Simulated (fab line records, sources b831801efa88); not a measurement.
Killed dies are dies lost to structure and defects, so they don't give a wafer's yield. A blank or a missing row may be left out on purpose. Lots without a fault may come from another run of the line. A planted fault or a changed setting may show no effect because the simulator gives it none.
Chamber matching | flow gf180mcu | GF_V1_CMP_04 on cmp-01: 4 sister chambers
The step polishes SiO2. 4 wafers are shown with their chamber, then 7 later ones without.

WAFERS WITH THEIR CHAMBER
wafer  | chamber | motor_current_A (A)
L880.2 | 2       | 12.3
L880.3 | 3       | 10.0
L881.1 | 1       | 10.7
L881.2 | 0       | 11.0

WAFERS WITHOUT THEIR CHAMBER
wafer  | motor_current_A (A)
L881.3 | 13.6
L882.3 | 10.6
L882.4 | 9.9
L882.6 | 11.1
L885.3 | 10.8
L885.5 | 10.1
L885.6 | 11.1

WHICH CHAMBER EACH WENT THROUGH
wafer  | from the rows above          | in truth
L881.3 | 2                            | 2
L882.3 | can't be placed: 1 or 0 or 3 | 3
L882.4 | can't be placed: 3 or 1      | 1
L882.6 | can't be placed: 0 or 1      | 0
L885.3 | can't be placed: 1 or 0 or 3 | 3
L885.5 | can't be placed: 3 or 1 or 0 | 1
L885.6 | can't be placed: 0 or 1      | 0
Placed correctly: 1 of 7. Can't be placed from these rows: 6 (the true chamber is among the candidates in 6). Placed wrongly: 0.
How it was worked out, from the rows above alone: a wafer's distance from a chamber is the root of the sum, over the readings, of the square of ((its reading less the chamber's mean) divided by the reading's scatter). The wafer belongs to the nearest chamber; if the next one is less than 2 further off, it can't be placed. A chamber's mean is the mean of its shown wafers. The scatter: with one shown wafer a chamber, the root of the mean of the squares of how far each hidden wafer lies from its nearest shown one.
